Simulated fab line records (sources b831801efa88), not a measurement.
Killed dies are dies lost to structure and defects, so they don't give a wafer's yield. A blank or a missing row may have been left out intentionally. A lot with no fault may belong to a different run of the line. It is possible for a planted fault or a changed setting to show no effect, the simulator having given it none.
Which tool was responsible? || flow sky130 || 33 wafers from 11 lots sampled at 4 of the route's 708 steps

WHAT EACH GAUGE READ, for each wafer
SKY_VIA3_THK_MEAS_01.
{"lot": "L971", "measured": "day 39 05:59", "on": "filmMetro-02", "VIA3_HDPCVD_THK (nm)": "1628 1615 1624"}
{"lot": "L972", "measured": "day 39 09:54", "on": "filmMetro-01", "VIA3_HDPCVD_THK (nm)": "1581 1592 1602"}
{"lot": "L973", "measured": "day 39 18:44", "on": "filmMetro-01", "VIA3_HDPCVD_THK (nm)": "1605 1636 1616"}
{"lot": "L975", "measured": "day 40 14:04", "on": "filmMetro-03", "VIA3_HDPCVD_THK (nm)": "1724 1742 1709"}
{"lot": "L978", "measured": "day 41 17:56", "on": "filmMetro-01", "VIA3_HDPCVD_THK (nm)": "1727 1739 1730"}
{"lot": "L988", "measured": "day 44 02:53", "on": "filmMetro-03", "VIA3_HDPCVD_THK (nm)": "1637 1637 1591"}
{"lot": "L987", "measured": "day 44 04:36", "on": "filmMetro-02", "VIA3_HDPCVD_THK (nm)": "1578 1593 1590"}
{"lot": "L989", "measured": "day 44 11:26", "on": "filmMetro-03", "VIA3_HDPCVD_THK (nm)": "1618 1632 1604"}
{"lot": "L990", "measured": "day 44 13:42", "on": "filmMetro-02", "VIA3_HDPCVD_THK (nm)": "1622 1625 1645"}
{"lot": "L991", "measured": "day 44 19:55", "on": "filmMetro-02", "VIA3_HDPCVD_THK (nm)": "1637 1626 1622"}
{"lot": "L993", "measured": "day 45 10:02", "on": "filmMetro-01", "VIA3_HDPCVD_THK (nm)": "1623 1624 1632"}

TOOL THAT RAN EACH LOT (tool first, then ch and the chambers of the sampled wafers, then the start)
{"lot": "L971", "SKY_METAL3_ETCH_17": "rieDiel-01 ch 0,3, day 39 04:59", "SKY_METAL3_METAL_ETCH_18": "rieMetal-02 ch 0,1, day 39 05:04", "SKY_VIA3_HDPCVD_00": "hdpcvd-02 ch 0,1,2, day 39 05:52"}
{"lot": "L972", "SKY_METAL3_ETCH_17": "rieDiel-04 ch 0,1,2, day 39 08:56", "SKY_METAL3_METAL_ETCH_18": "rieMetal-02 ch 0,1, day 39 08:57", "SKY_VIA3_HDPCVD_00": "hdpcvd-02 ch 0,1, day 39 09:44"}
{"lot": "L973", "SKY_METAL3_ETCH_17": "rieDiel-04 ch 2,3, day 39 17:44", "SKY_METAL3_METAL_ETCH_18": "rieMetal-03 ch 0, day 39 17:45", "SKY_VIA3_HDPCVD_00": "hdpcvd-02 ch 0,1,2, day 39 18:33"}
{"lot": "L975", "SKY_METAL3_ETCH_17": "rieDiel-02 ch 1,2, day 40 12:51", "SKY_METAL3_METAL_ETCH_18": "rieMetal-04 ch 0, day 40 13:03", "SKY_VIA3_HDPCVD_00": "hdpcvd-02 ch 0,1,2, day 40 13:57"}
{"lot": "L978", "SKY_METAL3_ETCH_17": "rieDiel-01 ch 0,2,3, day 41 16:59", "SKY_METAL3_METAL_ETCH_18": "rieMetal-02 ch 0,1, day 41 17:00", "SKY_VIA3_HDPCVD_00": "hdpcvd-02 ch 0,1, day 41 17:46"}
{"lot": "L988", "SKY_METAL3_ETCH_17": "rieDiel-04 ch 0,1,2, day 44 01:53", "SKY_METAL3_METAL_ETCH_18": "rieMetal-04 ch 0,1, day 44 01:54", "SKY_VIA3_HDPCVD_00": "hdpcvd-01 ch 0,1, day 44 02:42"}
{"lot": "L987", "SKY_METAL3_ETCH_17": "rieDiel-04 ch 0,1,3, day 44 03:38", "SKY_METAL3_METAL_ETCH_18": "rieMetal-04 ch 0,1, day 44 03:40", "SKY_VIA3_HDPCVD_00": "hdpcvd-02 ch 0,2, day 44 04:26"}
{"lot": "L989", "SKY_METAL3_ETCH_17": "rieDiel-01 ch 0,2, day 44 10:20", "SKY_METAL3_METAL_ETCH_18": "rieMetal-04 ch 0,1, day 44 10:21", "SKY_VIA3_HDPCVD_00": "hdpcvd-01 ch 0,2, day 44 11:16"}
{"lot": "L990", "SKY_METAL3_ETCH_17": "rieDiel-04 ch 1,2,3, day 44 12:20", "SKY_METAL3_METAL_ETCH_18": "rieMetal-02 ch 0,1, day 44 12:21", "SKY_VIA3_HDPCVD_00": "hdpcvd-01 ch 0,1, day 44 13:31"}
{"lot": "L991", "SKY_METAL3_ETCH_17": "rieDiel-02 ch 1,2, day 44 18:53", "SKY_METAL3_METAL_ETCH_18": "rieMetal-02 ch 0,1, day 44 18:55", "SKY_VIA3_HDPCVD_00": "hdpcvd-01 ch 1,2, day 44 19:44"}
{"lot": "L993", "SKY_METAL3_ETCH_17": "rieDiel-01 ch 1,2, day 45 08:56", "SKY_METAL3_METAL_ETCH_18": "rieMetal-03 ch 0,1, day 45 08:58", "SKY_VIA3_HDPCVD_00": "hdpcvd-02 ch 0,1, day 45 09:51"}
- SKY_METAL3_ETCH_17: etches SiO2 in C4F8/O2/Ar, stops on TiN, time 3.9 s, target depth 15 nm.
- SKY_METAL3_METAL_ETCH_18: etches the open film in Cl2/BCl3, stops on SiO2, target depth 845 nm, time 183.1 s.
- SKY_VIA3_HDPCVD_00: deposits SiO2, target thk 1635 nm, time 272.5 s.

THE ANSWER, worked out from the rows above alone
Rule: usual is defined by the lots themselves. Put in order of their means at a reading, lots are off if they are a third of the lots or fewer, leave a main group of 4 or more, and stand apart from it by a gap of 3 or more times the standard deviation of the main group's means; of several such gaps the widest counts. The tables above print the reading to a certain number of digits; a main group whose means all agree to those digits is not used. A lot without any number at a reading at which 4 lots or more have one is off too. Where the step has rows for the other lots, those lots are counted as sound.
Off: L975, L978, at SKY_VIA3_THK_MEAS_01 (VIA3_HDPCVD_THK). The main group has a mean of 1616 nm with a standard deviation of 15.
A tool fits if, at a process step before that reading, it ran every lot that is off, and no sound lot after the first of them. Gauges at SKY_VIA3_THK_MEAS_01: tried the same way as those tools. Of those tried, none fits.

WHAT THE SIMULATOR PUT IN
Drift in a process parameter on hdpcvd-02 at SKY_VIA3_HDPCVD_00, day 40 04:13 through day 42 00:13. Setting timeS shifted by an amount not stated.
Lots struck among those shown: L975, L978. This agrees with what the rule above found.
